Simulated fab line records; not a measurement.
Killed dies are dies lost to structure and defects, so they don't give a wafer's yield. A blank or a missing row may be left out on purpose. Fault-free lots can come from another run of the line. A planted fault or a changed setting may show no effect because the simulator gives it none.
The tool behind it: which one? + flow gf180mcu + 24 lots, 72 wafers sampled, at 6 steps of a route of 602

WHAT THE GAUGES SHOWED, per wafer
GF_V5_CD_MEAS_14: target cd 260 nm. Usual: cd nm 260.3 nm, standard deviation 1.4.
| lot  | measured     | on        | cd nm (nm)        | flag |
|------|--------------|-----------|-------------------|------|
| L074 | day 27 00:50 | cd sem-02 | 258.4 260.0 258.4 |      |
| L075 | day 27 12:50 | cd sem-01 | 259.8 260.7 259.3 |      |
| L076 | day 27 21:55 | cd sem-01 | 260.4 260.8 261.4 |      |
| L077 | day 28 04:02 | cd sem-02 | 260.7 262.6 262.1 |      |
| L078 | day 28 08:44 | cd sem-02 | 261.5 262.2 261.2 |      |
| L079 | day 28 19:41 | cd sem-01 | 260.9 261.8 262.5 |      |
| L080 | day 29 03:12 | cd sem-01 | 260.0 259.0 260.5 |      |
| L081 | day 29 13:28 | cd sem-01 | 260.8 262.9 261.5 |      |
| L082 | day 29 17:35 | cd sem-01 | 260.8 259.8 259.9 |      |
| L083 | day 30 04:36 | cd sem-01 | 258.9 257.4 258.1 |      |
| L084 | day 30 10:19 | cd sem-01 | 260.4 260.1 261.1 |      |
| L085 | day 30 12:53 | cd sem-02 | 258.5 259.9 260.0 |      |
| L086 | day 30 20:44 | cd sem-02 | 259.2 259.3 259.4 |      |
| L087 | day 31 02:57 | cd sem-01 | 259.4 261.2 259.6 |      |
| L088 | day 31 07:12 | cd sem-02 | 261.8 260.8 260.4 |      |
| L089 | day 31 13:35 | cd sem-02 | 261.7 261.7 260.3 |      |
| L090 | day 31 21:15 | cd sem-02 | 259.1 259.9 260.0 |      |
| L091 | day 32 04:17 | cd sem-02 | 261.7 262.0 261.8 |      |
| L092 | day 32 08:08 | cd sem-02 | 258.0 258.7 259.5 |      |
| L093 | day 32 17:31 | cd sem-02 | 257.2 257.0 257.7 |      |
| L094 | day 32 23:59 | cd sem-02 | 261.2 260.3 260.4 |      |
| L095 | day 33 05:11 | cd sem-02 | 261.9 261.7 261.0 |      |
| L096 | day 33 11:31 | cd sem-02 | 260.2 260.7 262.9 |      |
| L097 | day 33 10:50 | cd sem-02 | 261.0 261.6 261.3 |      |

GF_PASSIVATION_THK_MEAS_01. Usual: PASSIVATION_CVD_00_THK typically reads 994 nm, with standard deviation 12.
| lot  | measured     | on            | PASSIVATION_CVD_00_THK (nm) | flag |
|------|--------------|---------------|-----------------------------|------|
| L074 | day 27 23:20 | film metro-04 | 992 994 1018                |      |
| L075 | day 28 11:17 | film metro-04 | 979 985 984                 |      |
| L076 | day 28 19:50 | film metro-04 | 990 1007 1015               |      |
| L077 | day 29 01:20 | film metro-03 | 993 1008 1009               |      |
| L078 | day 29 06:23 | film metro-01 | 992 986 998                 |      |
| L079 | day 29 16:48 | film metro-01 | 989 999 1010                |      |
| L080 | day 30 00:00 | film metro-01 | 986 978 991                 |      |
| L081 | day 30 10:59 | film metro-04 | 985 994 996                 |      |
| L082 | day 30 16:43 | film metro-01 | 985 984 1002                |      |
| L083 | day 31 01:23 | film metro-03 | 993 984 1001                |      |
| L084 | day 31 07:41 | film metro-04 | 977 998 998                 |      |
| L085 | day 31 09:14 | film metro-01 | 988 999 1000                |      |
| L086 | day 31 16:53 | film metro-01 | 979 982 1001                |      |
| L087 | day 31 23:44 | film metro-04 | 1003 1005 1001              |      |
| L088 | day 32 03:09 | film metro-04 | 982 996 990                 |      |
| L089 | day 32 09:26 | film metro-01 | 970 986 987                 |      |
| L090 | day 32 16:44 | film metro-03 | 998 1002 1009               |      |
| L091 | day 32 23:32 | film metro-01 | 997 1006 1012               |      |
| L092 | day 33 02:41 | film metro-01 | 984 998 997                 |      |
| L093 | day 33 12:03 | film metro-03 | 980 987 976                 |      |
| L094 | day 33 18:40 | film metro-03 | 976 979 991                 |      |
| L095 | day 33 22:50 | film metro-04 | 987 1001 992                |      |
| L096 | day 34 05:12 | film metro-04 | 978 991 1008                |      |
| L097 | day 34 04:55 | film metro-03 | 985 1006 1001               |      |

WHAT TOOL EACH LOT RAN ON (gives the tool, then ch and the chambers of the sampled wafers, and finally the start)
| lot  | GF_V3_CVD_23                  | GF_MIM_SPUTTER_03            | GF_MIM_SPUTTER_07            | GF_V5_SPUTTER_22             |
|------|-------------------------------|------------------------------|------------------------------|------------------------------|
| L074 | cvd w-02 ch 0,1, day 22 06:24 | pvd sputter-03, day 24 07:48 | pvd sputter-02, day 24 07:57 | pvd sputter-01, day 27 01:44 |
| L075 | cvd w-02 ch 0,1, day 22 19:46 | pvd sputter-04, day 24 20:46 | pvd sputter-02, day 24 20:55 | pvd sputter-01, day 27 13:44 |
| L076 | cvd w-01 ch 0,1, day 23 05:48 | pvd sputter-03, day 25 05:55 | pvd sputter-04, day 25 06:04 | pvd sputter-04, day 27 22:50 |
| L077 | cvd w-02 ch 1, day 23 13:22   | pvd sputter-04, day 25 13:09 | pvd sputter-02, day 25 13:19 | pvd sputter-04, day 28 04:56 |
| L078 | cvd w-01 ch 0,1, day 23 19:04 | pvd sputter-03, day 25 18:04 | pvd sputter-04, day 25 18:13 | pvd sputter-04, day 28 09:38 |
| L079 | cvd w-01 ch 0,1, day 24 08:02 | pvd sputter-04, day 26 06:27 | pvd sputter-02, day 26 06:37 | pvd sputter-01, day 28 20:38 |
| L080 | cvd w-02 ch 0,1, day 24 15:27 | pvd sputter-04, day 26 13:01 | pvd sputter-02, day 26 13:10 | pvd sputter-04, day 29 04:05 |
| L081 | cvd w-01 ch 0,1, day 25 02:41 | pvd sputter-03, day 27 00:23 | pvd sputter-02, day 27 00:32 | pvd sputter-01, day 29 14:22 |
| L082 | cvd w-02 ch 0, day 25 08:33   | pvd sputter-04, day 27 05:52 | pvd sputter-03, day 27 06:01 | pvd sputter-01, day 29 18:31 |
| L083 | cvd w-01 ch 0,1, day 25 20:34 | pvd sputter-02, day 27 17:17 | pvd sputter-04, day 27 17:26 | pvd sputter-01, day 30 05:34 |
| L084 | cvd w-02 ch 0,1, day 26 01:22 | pvd sputter-03, day 27 23:13 | pvd sputter-04, day 27 23:22 | pvd sputter-01, day 30 11:17 |
| L085 | cvd w-02 ch 0,1, day 26 06:46 | pvd sputter-02, day 28 02:45 | pvd sputter-04, day 28 02:54 | pvd sputter-03, day 30 13:47 |
| L086 | cvd w-02 ch 0,1, day 26 14:26 | pvd sputter-04, day 28 11:32 | pvd sputter-03, day 28 11:41 | pvd sputter-04, day 30 21:58 |
| L087 | cvd w-01 ch 0,1, day 26 21:08 | pvd sputter-02, day 28 17:10 | pvd sputter-04, day 28 17:21 | pvd sputter-03, day 31 04:13 |
| L088 | cvd w-01 ch 0,1, day 27 02:50 | pvd sputter-03, day 28 22:47 | pvd sputter-04, day 28 22:57 | pvd sputter-01, day 31 08:05 |
| L089 | cvd w-02 ch 0,1, day 27 11:52 | pvd sputter-04, day 29 06:14 | pvd sputter-04, day 29 06:23 | pvd sputter-04, day 31 14:29 |
| L090 | cvd w-01 ch 0,1, day 27 18:04 | pvd sputter-03, day 29 12:48 | pvd sputter-02, day 29 12:57 | pvd sputter-03, day 31 22:29 |
| L091 | cvd w-02 ch 0,1, day 28 02:39 | pvd sputter-02, day 29 21:28 | pvd sputter-03, day 29 21:37 | pvd sputter-04, day 32 05:11 |
| L092 | cvd w-01 ch 0,1, day 28 09:21 | pvd sputter-02, day 30 01:52 | pvd sputter-03, day 30 02:01 | pvd sputter-04, day 32 09:02 |
| L093 | cvd w-01 ch 0,1, day 28 17:50 | pvd sputter-03, day 30 12:22 | pvd sputter-04, day 30 12:32 | pvd sputter-03, day 32 18:21 |
| L094 | cvd w-01 ch 0,1, day 29 00:50 | pvd sputter-02, day 30 19:48 | pvd sputter-03, day 30 19:58 | pvd sputter-03, day 33 00:53 |
| L095 | cvd w-01 ch 1, day 29 07:18   | pvd sputter-02, day 31 00:24 | pvd sputter-03, day 31 00:33 | pvd sputter-01, day 33 06:05 |
| L096 | cvd w-01 ch 0,1, day 29 13:56 | pvd sputter-02, day 31 07:52 | pvd sputter-04, day 31 08:01 | pvd sputter-03, day 33 12:23 |
| L097 | cvd w-02 ch 0,1, day 29 14:50 | pvd sputter-04, day 31 07:38 | pvd sputter-03, day 31 07:48 | pvd sputter-01, day 33 11:44 |
- GF_V3_CVD_23: deposits W, target thk 350 nm, time 104.9 s.
- GF_MIM_SPUTTER_03: material Ti, target thk 10 nm, time 6.7 s.
- GF_MIM_SPUTTER_07: material TiN, target thk 60 nm, time 50 s.
- GF_V5_SPUTTER_22: material TiN, target thk 10 nm, time 40 s.

AS READ BY THE TOOLS THEMSELVES (means over the sampled wafers that have a number; for cases with no such wafer, the mark the record gives instead)
GF_V3_CVD_23. Usual: heater power w 870 W, standard deviation 39.
| lot  | tool     | heater power w (W) | flag |
|------|----------|--------------------|------|
| L074 | cvd w-02 | 867                |      |
| L075 | cvd w-02 | 838                |      |
| L076 | cvd w-01 | 883                |      |
| L077 | cvd w-02 | 900                |      |
| L078 | cvd w-01 | 886                |      |
| L079 | cvd w-01 | 883                |      |
| L080 | cvd w-02 | 836                |      |
| L081 | cvd w-01 | 885                |      |
| L082 | cvd w-02 | 797                |      |
| L083 | cvd w-01 | 884                |      |
| L084 | cvd w-02 | 830                |      |
| L085 | cvd w-02 | 833                |      |
| L086 | cvd w-02 | 834                |      |
| L087 | cvd w-01 | 906                |      |
| L088 | cvd w-01 | 888                |      |
| L089 | cvd w-02 | 835                |      |
| L090 | cvd w-01 | 882                |      |
| L091 | cvd w-02 | 877                |      |
| L092 | cvd w-01 | 881                |      |
| L093 | cvd w-01 | 897                |      |
| L094 | cvd w-01 | 883                |      |
| L095 | cvd w-01 | 905                |      |
| L096 | cvd w-01 | 892                |      |
| L097 | cvd w-02 | 871                |      |

GF_MIM_SPUTTER_03. Usual: throttle valve pct 29.8 %, standard deviation 1.4.
| lot  | tool           | throttle valve pct (%) | flag |
|------|----------------|------------------------|------|
| L074 | pvd sputter-03 | 29.0                   |      |
| L075 | pvd sputter-04 | 28.5                   |      |
| L076 | pvd sputter-03 | 30.5                   |      |
| L077 | pvd sputter-04 | 28.6                   |      |
| L078 | pvd sputter-03 | 29.5                   |      |
| L079 | pvd sputter-04 | 28.6                   |      |
| L080 | pvd sputter-04 | 30.0                   |      |
| L081 | pvd sputter-03 | 29.9                   |      |
| L082 | pvd sputter-04 | 31.1                   |      |
| L083 | pvd sputter-02 | 30.3                   |      |
| L084 | pvd sputter-03 | 29.3                   |      |
| L085 | pvd sputter-02 | 29.9                   |      |
| L086 | pvd sputter-04 | 28.4                   |      |
| L087 | pvd sputter-02 | 30.1                   |      |
| L088 | pvd sputter-03 | 29.7                   |      |
| L089 | pvd sputter-04 | 29.3                   |      |
| L090 | pvd sputter-03 | 29.9                   |      |
| L091 | pvd sputter-02 | 29.7                   |      |
| L092 | pvd sputter-02 | 29.9                   |      |
| L093 | pvd sputter-03 | 30.5                   |      |
| L094 | pvd sputter-02 | 29.9                   |      |
| L095 | pvd sputter-02 | 29.9                   |      |
| L096 | pvd sputter-02 | 30.6                   |      |
| L097 | pvd sputter-04 | 30.3                   |      |

GF_MIM_SPUTTER_07. Usual: throttle valve pct 29.8 %, standard deviation 1.5.
| lot  | tool           | throttle valve pct (%) | flag |
|------|----------------|------------------------|------|
| L074 | pvd sputter-02 | 29.9                   |      |
| L075 | pvd sputter-02 | 30.0                   |      |
| L076 | pvd sputter-04 | 31.0                   |      |
| L077 | pvd sputter-02 | 29.9                   |      |
| L078 | pvd sputter-04 | 28.6                   |      |
| L079 | pvd sputter-02 | 30.2                   |      |
| L080 | pvd sputter-02 | 30.8                   |      |
| L081 | pvd sputter-02 | 29.9                   |      |
| L082 | pvd sputter-03 | 29.6                   |      |
| L083 | pvd sputter-04 | 28.3                   |      |
| L084 | pvd sputter-04 | 31.0                   |      |
| L085 | pvd sputter-04 | 28.6                   |      |
| L086 | pvd sputter-03 | 30.1                   |      |
| L087 | pvd sputter-04 | 29.3                   |      |
| L088 | pvd sputter-04 | 30.8                   |      |
| L089 | pvd sputter-04 | 29.5                   |      |
| L090 | pvd sputter-02 | 30.0                   |      |
| L091 | pvd sputter-03 | 30.1                   |      |
| L092 | pvd sputter-03 | 30.0                   |      |
| L093 | pvd sputter-04 | 29.2                   |      |
| L094 | pvd sputter-03 | 29.9                   |      |
| L095 | pvd sputter-03 | 29.5                   |      |
| L096 | pvd sputter-04 | 29.2                   |      |
| L097 | pvd sputter-03 | 29.5                   |      |

GF_V5_SPUTTER_22. Usual: throttle valve pct 29.9 %, standard deviation 1.4.
| lot  | tool           | throttle valve pct (%) | flag |
|------|----------------|------------------------|------|
| L074 | pvd sputter-01 | 29.7                   |      |
| L075 | pvd sputter-01 | 30.3                   |      |
| L076 | pvd sputter-04 | 28.5                   |      |
| L077 | pvd sputter-04 | 30.2                   |      |
| L078 | pvd sputter-04 | 30.1                   |      |
| L079 | pvd sputter-01 | 30.9                   |      |
| L080 | pvd sputter-04 | 29.3                   |      |
| L081 | pvd sputter-01 | 30.1                   |      |
| L082 | pvd sputter-01 | 30.6                   |      |
| L083 | pvd sputter-01 | 30.2                   |      |
| L084 | pvd sputter-01 | 30.1                   |      |
| L085 | pvd sputter-03 | 30.1                   |      |
| L086 | pvd sputter-04 | 30.1                   |      |
| L087 | pvd sputter-03 | 29.4                   |      |
| L088 | pvd sputter-01 | 30.6                   |      |
| L089 | pvd sputter-04 | 29.4                   |      |
| L090 | pvd sputter-03 | 29.9                   |      |
| L091 | pvd sputter-04 | 30.1                   |      |
| L092 | pvd sputter-04 | 29.4                   |      |
| L093 | pvd sputter-03 | 30.5                   |      |
| L094 | pvd sputter-03 | 30.2                   |      |
| L095 | pvd sputter-01 | 29.4                   |      |
| L096 | pvd sputter-03 | 29.1                   |      |
| L097 | pvd sputter-01 | 30.1                   |      |

THE ANSWER, worked out from the rows above alone
Rule: a lot counts as off when the mean over its wafers that have a number is more than 3 standard deviations away from the usual mean. A lot without any number at a reading at which 4 lots or more have one is off too. Where the step has rows for the other lots, those lots are counted as sound. Order of review: gauges by route order, followed by the tools' own readings, for which a lot's mean as printed above is used. At the first step where some lot is off, the reading lying furthest off is the one used; lots without a number count as furthest.
Nothing can be told from this: no lot is off at any reading shown.

WHAT THE SIMULATOR PUT IN
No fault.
